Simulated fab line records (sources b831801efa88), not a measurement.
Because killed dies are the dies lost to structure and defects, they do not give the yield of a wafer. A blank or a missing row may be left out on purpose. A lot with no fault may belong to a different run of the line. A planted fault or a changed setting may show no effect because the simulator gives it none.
Struck lot and sound lot, side by side + flow sky130 + 25 steps out of a route of 708
Sound: wafers L823.1, L823.5, L823.6. Struck: wafers L831.1, L831.3, L831.4. Last of all comes the cause.
Per side, at each step with rows, come the tool, then ch with its chambers, and then its first start. Under that, the readings that differ: sound wafers + struck wafers + difference of the means + sigmas: that difference in standard deviations of wafers without a fault.
alike: same words and numbers on both sides, and readings whose means sit less than 2 such deviations apart. not compared: any withheld reading, any reading some wafer has no value for, any bound like >300 that may hide the same value, and any number with overlapping values for which the record gives no deviation.
Wherever a step has rows on one side only, a row that says differs or no value, or a row with sigmas, the two part there. Non-overlapping numbers with no deviation appear without sigmas and do not part them. A reading that every wafer of one side lacks parts them only if that side has two wafers or more.

first, 1 step without rows for these wafers: SKY_VIA2_SPUTTER_20 (material TiN, target thk 20 nm, time 80 s).
SKY_VIA2_CVD_21: deposits W, target thk 420 nm, time 126.4 s.
  sound on cvd_w-01 ch 0,1, day 37 16:42; struck on cvd_w-01 ch 1, day 40 03:13
  alike: chamber_pressure_Torr, heater_power_w
SKY_VIA2_RS_MEAS_22: measures by four-point-probe.
  sound: film_metro-02 at day 37 16:50; struck: film_metro-04 at day 40 03:29
  alike: VIA2_W_RS
SKY_VIA2_THK_MEAS_23: measures by xrf.
  sound: film_metro-02 at day 37 16:57; struck: film_metro-04 at day 40 03:36
  alike: VIA2_W_THK
SKY_VIA2_CMP_24: polishes, stops on SiO2, t overpolish 20 s, target thk 0 nm.
  sound on cmp-02 ch 0,1, day 37 17:04; struck on cmp-02 ch 1,2,3, day 40 03:40
  alike: head_pressure_psi, motor_current_A, overpolish_run_s, retaining_ring_pressure_frac, slurry_filter_dp_kPa, time_to_endpoint_s
SKY_METAL3_SPUTTER_00: material Ti, target thk 15 nm, time 10 s.
  sound: pvd_sputter-03 at day 37 17:19; struck: pvd_sputter-03 at day 40 03:58
  alike: cathode_dc_power_W, chamber_pressure_pa, throttle_valve_pct
then, 3 steps without rows for these wafers: SKY_METAL3_SPUTTER_01 (material TiN, target thk 20 nm, time 16.7 s); SKY_METAL3_SPUTTER_02 (material AlCu, target thk 735 nm, time 39.1 s); SKY_METAL3_SPUTTER_03 (material Ti, target thk 5 nm, time 3.3 s).
SKY_METAL3_SPUTTER_04: material TiN, target thk 70 nm, time 58.3 s.
  sound: pvd_sputter-03 at day 37 17:25; struck: pvd_sputter-03 at day 40 04:04
  alike: cathode_dc_power_W, chamber_pressure_pa, throttle_valve_pct
then, 1 step without rows for these wafers: SKY_CAPM_CVD_00 (deposits SiO2, target thk 15.5 nm).
SKY_CAPM_THK_MEAS_01:
  sound: film_metro-01 at day 37 17:29; struck: film_metro-02 at day 40 04:08
  alike: CAPM_CVD_00_THK
SKY_CAPM_SPUTTER_02: material TiN, target thk 200 nm, time 166.7 s.
  sound: pvd_sputter-02 at day 37 17:33; struck: pvd_sputter-02 at day 40 04:12
  no value came back on the struck wafers for cathode_dc_power_W (W), chamber_pressure_pa (Pa), throttle_valve_pct (%); on the sound wafers cathode_dc_power_W (W) reads 6499.6 6499.1 6499.0
SKY_CAPM_RS_MEAS_03: measures by four-point-probe.
  sound: film_metro-03 at day 37 17:40; struck: film_metro-01 at day 40 04:19
| reading              | sound          | struck | difference                    | sigmas |
|----------------------|----------------|--------|-------------------------------|--------|
| CAPM_TIN_RS (ohm/sq) | 7.04 7.04 7.11 | - - -  | no value on the struck wafers |        |
SKY_CAPM_THK_MEAS_04: measures by xrf.
  sound: film_metro-03 at day 37 17:47; struck: film_metro-01 at day 40 04:26
| reading           | sound             | struck         | difference | sigmas |
|-------------------|-------------------|----------------|------------|--------|
| CAPM_TIN_THK (nm) | 195.9 196.9 194.4 | <0.0 <0.0 <0.0 | differs    |        |
then, 7 steps without rows for these wafers: SKY_CAPM_DEHYDRATE_05 (time 60 s); SKY_CAPM_HMDS_06 (prime time 60 s); SKY_CAPM_COAT_07 (resist thk 1140 nm); SKY_CAPM_SOFTBAKE_08 (time 60 s); SKY_CAPM_EXPOSE_09 (exposes mask CAPM, target cd 1000 nm); SKY_CAPM_PEB_10; SKY_CAPM_DEVELOP_11 (develop time 60 s).
SKY_CAPM_OVL_MEAS_12:
  sound: overlay-01 at day 38 18:46; struck: overlay-02 at day 41 04:03
  alike: CAPM_OVL
SKY_CAPM_METAL_ETCH_13: etches TiN in Cl2/BCl3, stops on SiO2, target depth 220 nm, time 62.9 s.
  sound on rie_metal-01 ch 0,1, day 38 18:48; struck on rie_metal-02 ch 0,1, day 41 04:05
| reading                | sound                | struck               | difference | sigmas |
|------------------------|----------------------|----------------------|------------|--------|
| oes_product_au (a.u.)  | 0.935 0.934 0.923    | 0.377 0.381 0.373    | -0.554     | -69    |
| throttle_valve_pct (%) | 21.914 21.911 21.900 | 22.267 22.261 22.271 | +0.358     | +36    |
  alike: chamber_pressure_mTorr, drypump_motor_current_A, mfc_cl2_sccm, rf_fwd_power_W
  not compared: rf_hours_counter_h
SKY_CAPM_STRIP_14: strips in O2/N2.
  sound on plasma_asher-01 ch 0,1, day 38 18:53; struck on plasma_asher-02 ch 0,1, day 41 04:10
  alike: chamber_pressure_mTorr, drypump_motor_current_A, oes_product_au, strip_time_to_endpoint_s
  not compared: rf_hours_counter_h

## WHERE THEY PART
Last at SKY_CAPM_METAL_ETCH_13 as far as this record goes, first at SKY_CAPM_SPUTTER_02. Later steps at which nothing parts them and some readings are alike: SKY_CAPM_STRIP_14.

WHY: what the simulator had put in
At SKY_CAPM_SPUTTER_02, the step was skipped entirely on pvd_sputter-02 from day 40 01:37 on. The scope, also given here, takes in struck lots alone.
